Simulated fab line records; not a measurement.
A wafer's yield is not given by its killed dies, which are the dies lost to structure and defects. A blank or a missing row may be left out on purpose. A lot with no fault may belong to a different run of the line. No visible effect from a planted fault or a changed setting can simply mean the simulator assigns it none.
Struck lot and sound lot, side by side    flow sky130    16 out of 708 route steps
Sound: wafers L776.2, L776.3, L776.5. Struck: wafer L784.1; the same lot's L784.3 was not struck, so it is left out; see the end for the cause.
At each step with rows: each side's tool, then ch and its chambers, then its first start. Under that, the readings that differ: sound wafers    struck wafers    difference of the means    sigmas: that difference in standard deviations of wafers without a fault.
alike: a reading whose means differ by less than 2 such deviations, as well as words and numbers matching on both sides. not compared: withheld readings; readings where some wafer has no value; bounds like >300 that might hide an equal value; numbers whose values overlap and for which the record gives no deviation.
The two part at a step that has a row with sigmas, a row that says differs or no value, or rows on one side only. Numbers that have no deviation but don't overlap get no sigmas and don't part them. A reading that every wafer of one side lacks parts them only if that side has two wafers or more.

first, 4 steps without rows for these wafers: SKY_RES_XHIGH_EXPOSE_04 (exposes mask URPM, target cd 1270 nm); SKY_RES_XHIGH_PEB_05; SKY_RES_XHIGH_DEVELOP_06 (develop time 60 s); SKY_RES_XHIGH_IMPLANT_07.
SKY_RES_XHIGH_STRIP_08: strips in O2/N2.
  sound on plasma-asher-02 ch 0,1, day 26 12:50; struck on plasma-asher-02 ch 1, day 29 17:37
  alike: drypump-motor-current-A, o2-flow-sccm, oes-product-au, strip-time-to-endpoint-s
  not compared: rf-hours-counter-h
SKY_RES_XHIGH_TW_MEAS_09:
  sound on film-metro-04 at day 26 12:57; struck on film-metro-02 at day 29 17:43
  alike: RES_XHIGH_TW
then, 6 steps without rows for these wafers: SKY_SD_N_DEHYDRATE_00 (time 60 s); SKY_SD_N_HMDS_01 (prime time 60 s); SKY_SD_N_COAT_02 (resist thk 1140 nm); SKY_SD_N_SOFTBAKE_03 (time 60 s); SKY_SD_N_EXPOSE_04 (exposes mask NSDM, target cd 380 nm); SKY_SD_N_PEB_05.
SKY_SD_N_DEVELOP_06: develop time 60 s.
  sound on litho-track-02 ch 0, day 27 17:27; struck on litho-track-04 ch 0, day 30 21:28
SKY_SD_N_CD_MEAS_07: target cd 380 nm.
  sound on cd-sem-02 at day 27 17:36; struck on cd-sem-01 at day 30 21:54
reading     sound              struck  difference  sigmas
cd-nm (nm)  378.7 375.4 376.8  398.3   +21.3       +8
  not compared: hold
SKY_SD_N_OVL_MEAS_08:
  sound on overlay-01 at day 27 17:42; struck on overlay-01 at day 31 00:12
reading  sound  struck                    difference                    sigmas
hold     - - -  await-dispo/2.2h/release  no value on the sound wafers  
  alike: SD_N_OVL
-- a jump in the record: the struck wafers' starts before and after are 17 days apart (it breaks off in module SD_N and resumes in module PAD_OPEN, where the first step shown is number 708 of the route) --
SKY_PAD_OPEN_PROBE_99:
  sound on prober-02 at day 45 14:29; struck on prober-01 at day 48 01:11
reading             sound     struck  difference  sigmas
killed-at-contacts  14 19 16  31      +15         +3
killed-dies         72 72 81  95      +20         +2
killed-on-rim       9 10 16   20      +8          +2
killed-open         36 45 37  56      +17         +2
  alike: killed_at_M0_to_M3, killed_at_M4_up, killed-at-front-end, killed-at-other, killed-short

## WHERE THEY PART
First at SKY_SD_N_CD_MEAS_07; last, within this record, at SKY_PAD_OPEN_PROBE_99.

WHY: what had been put in by the simulator
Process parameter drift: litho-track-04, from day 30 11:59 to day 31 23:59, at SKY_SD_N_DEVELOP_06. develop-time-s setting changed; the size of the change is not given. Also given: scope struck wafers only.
